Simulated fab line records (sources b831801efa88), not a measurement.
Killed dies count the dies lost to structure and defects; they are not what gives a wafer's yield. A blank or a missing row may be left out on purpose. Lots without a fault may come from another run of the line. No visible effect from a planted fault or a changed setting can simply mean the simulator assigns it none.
Which tool is to blame? :: flow sky130 :: 7 lots (20 wafers sampled), 1 step of a 708-step route

== WHAT EACH GAUGE READ, for each wafer ==
SKY_VT_ADJUST_LVTN_OVL_MEAS_18.
lot: L817
measured: day 8 19:39
on: overlay-01
VT_ADJUST_LVTN_01_OVL (nm): 3.2 0.1 1.3

lot: L819
measured: day 9 15:33
on: overlay-01
VT_ADJUST_LVTN_01_OVL (nm): 4.2 3.2 2.7

lot: L821
measured: day 10 03:30
on: overlay-02
VT_ADJUST_LVTN_01_OVL (nm): 0.7 0.9 1.5

lot: L826
measured: day 10 22:13
on: overlay-02
VT_ADJUST_LVTN_01_OVL (nm): 0.6 -1.3 1.2

lot: L828
measured: day 11 08:13
on: overlay-01
VT_ADJUST_LVTN_01_OVL (nm): 1.5 0.6 1.9

lot: L829
measured: day 11 11:46
on: overlay-02
VT_ADJUST_LVTN_01_OVL (nm): 1.2 0.5

lot: L839
measured: day 14 00:27
on: overlay-02
VT_ADJUST_LVTN_01_OVL (nm): 0.2 -1.4 0.1

== TOOL THAT RAN EACH LOT (tool first, then ch and the chambers of the sampled wafers, then the start) ==
Record: no process step prior to these readings.

== THE ANSWER, worked out from the rows above alone ==
Rule: the lots themselves supply what counts as usual. Put in order of their means at a reading, lots are off if they are a third of the lots or fewer, leave a main group of 4 or more, and stand apart from it by a gap of 3 or more times the standard deviation of the main group's means; of several such gaps the widest counts. A main group whose means are all the same, to the digits that the tables above print for the reading, isn't used. Also off: a lot with no number at a reading for which 4 or more lots have one. All remaining lots with rows at the step are treated as sound.
No lot is off on any of the readings shown, so nothing can be concluded from this.

== WHAT WAS PUT IN BY THE SIMULATOR ==
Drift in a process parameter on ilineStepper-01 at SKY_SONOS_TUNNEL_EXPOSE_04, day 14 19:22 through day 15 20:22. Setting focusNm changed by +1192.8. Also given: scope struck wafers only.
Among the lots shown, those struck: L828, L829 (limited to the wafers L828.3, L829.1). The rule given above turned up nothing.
